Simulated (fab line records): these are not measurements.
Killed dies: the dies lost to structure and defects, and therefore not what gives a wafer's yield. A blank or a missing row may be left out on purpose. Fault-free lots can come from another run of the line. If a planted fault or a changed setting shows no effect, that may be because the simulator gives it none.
A struck lot beside a sound one || flow sfqLine || 16 steps out of a route of 325
Sound: these wafers, L276.2, L276.5, L276.6. Wafers L293.1, L293.4, L293.6 were the ones struck. At the end, the cause is stated.
Each step with rows lists, per side, the tool, then ch with its chambers, then its first start. Under that, the readings that differ: sound wafers || struck wafers || difference of the means || sigmas: that difference in standard deviations of wafers without a fault.
alike: words and numbers the same on both sides, and readings whose means are apart by under 2 such deviations; not compared: readings that were withheld, readings missing a value for some wafer, numbers with overlapping values and no deviation given by the record, and bounds like >300 which may hide the same value.
Wherever a step has rows on one side only, a row that says differs or no value, or a row with sigmas, the two part there. Non-overlapping numbers with no deviation appear without sigmas and do not part them. Lack of a reading on every wafer of one side parts them only where that side has two or more wafers.

first, 3 steps without rows for these wafers: SFQ_TRILAYER_M5_LITHO_EXPOSE_124 (exposes mask M5, target cd 700 nm); SFQ_TRILAYER_M5_LITHO_PEB_126 (peb time 60 s); SFQ_TRILAYER_M5_LITHO_DEVELOP_125 (time 60 s).
SFQ_M5_OVL_MEAS_932:
  struck on overlay-02, day 60 11:31; sound on overlay-01, day 56 18:44
  alike: M5_OVL
SFQ_TRILAYER_M5_BARC_OPEN_METAL_ETCH_161: etches BARC in O2, target depth 125 nm, time 41.7 s.
  sound on rieMetal-04 ch 0,1, day 56 18:46; struck on rieMetal-02 ch 0,1, day 60 11:33
  alike: drypumpMotorCurrentA, heBacksideLeakSccm, oesProductAu
  not compared: rfHoursCounterH
then, 1 step without rows for these wafers: SFQ_TRILAYER_M5_ETCH_METAL_ETCH_126 (etches Nb in Cl2/BCl3, stops on SiO2, time 203.2 s, target depth 265 nm).
SFQ_TRILAYER_M5_STRIP_STRIP_127: strips in O2.
  sound on rieMetal-04 ch 0,1, day 56 19:01; struck on rieMetal-02 ch 0,1, day 60 11:48
  alike: drypumpMotorCurrentA, heBacksideLeakSccm, oesProductAu
  not compared: rfHoursCounterH
then, 1 step without rows for these wafers: SFQ_TRILAYER_M5_STRIP_SOLV_CLEAN_128 (cleans in NMP, time 600 s).
SFQ_TRILAYER_A5B_DEP_PECVD_129: deposits SiO2 from SiH4/N2O, time 133.33 s, target thk 600 nm.
  sound on pecvd-04 ch 0,1, day 56 19:47; struck on pecvd-04 ch 0,1,2, day 60 12:35
  alike: heaterPowerW, throttleValvePct
SFQ_TRILAYER_A5B_CMP_CMP_130: polishes, stops on Nb, target thk 340.7 nm.
  sound on cmp-01 ch 0,3, day 56 20:23; struck on cmp-01 ch 1,2, day 60 19:36
  alike: motorCurrentA
then, 1 step without rows for these wafers: SFQ_TRILAYER_A5B_METRO_MEASURE_131.
SFQ_TRILAYER_R5_DEP_SPUTTER_132: material Ti, target thk 5 nm, time 5 s.
  struck on pvdSputter-06, day 60 23:48; sound on pvdSputter-04, day 57 00:05
  alike: throttleValvePct
SFQ_TRILAYER_R5_DEP_SPUTTER_133: material MoNx, target thk 40 nm, time 66.7 s.
  struck on pvdSputter-06, day 60 23:49; sound on pvdSputter-04, day 57 00:06
{"reading": "model.MoNx_of_TRILAYER_R5_DEP_SPUTTER_133.thkNm (nm)", "sound": "39.78 39.34 39.7", "struck": "68.3 69.03 68.84", "difference": "+29.1", "sigmas": ""}
  alike: throttleValvePct
then, 1 step without rows for these wafers: SFQ_TRILAYER_R5_DEP_SPUTTER_134 (material Ti, target thk 5 nm, time 5 s).
SFQ_R5_RS_MEAS_933: measurement is done with a four-point probe.
  struck on filmMetro-02, day 61 00:11; sound on filmMetro-01, day 57 00:11
{"reading": "R5_MONX_RS (ohm/sq)", "sound": "7.08 7.17 7.08", "struck": "4.23 4.19 4.19", "difference": -2.91, "sigmas": -37}
  not compared: hold
SFQ_R5_THK_MEAS_934: measures by xrf.
  struck on filmMetro-02, day 61 04:49; sound on filmMetro-01, day 57 00:18
{"reading": "R5_MONX_THK (nm)", "sound": "39.3 39.0 39.2", "struck": "67.3 68.4 68.3", "difference": "+28.8", "sigmas": "+61"}
  not compared: hold

## WHERE THEY PART
Earliest at SFQ_R5_RS_MEAS_933; latest, in this record, at SFQ_R5_THK_MEAS_934.

WHY: what the simulator had put in
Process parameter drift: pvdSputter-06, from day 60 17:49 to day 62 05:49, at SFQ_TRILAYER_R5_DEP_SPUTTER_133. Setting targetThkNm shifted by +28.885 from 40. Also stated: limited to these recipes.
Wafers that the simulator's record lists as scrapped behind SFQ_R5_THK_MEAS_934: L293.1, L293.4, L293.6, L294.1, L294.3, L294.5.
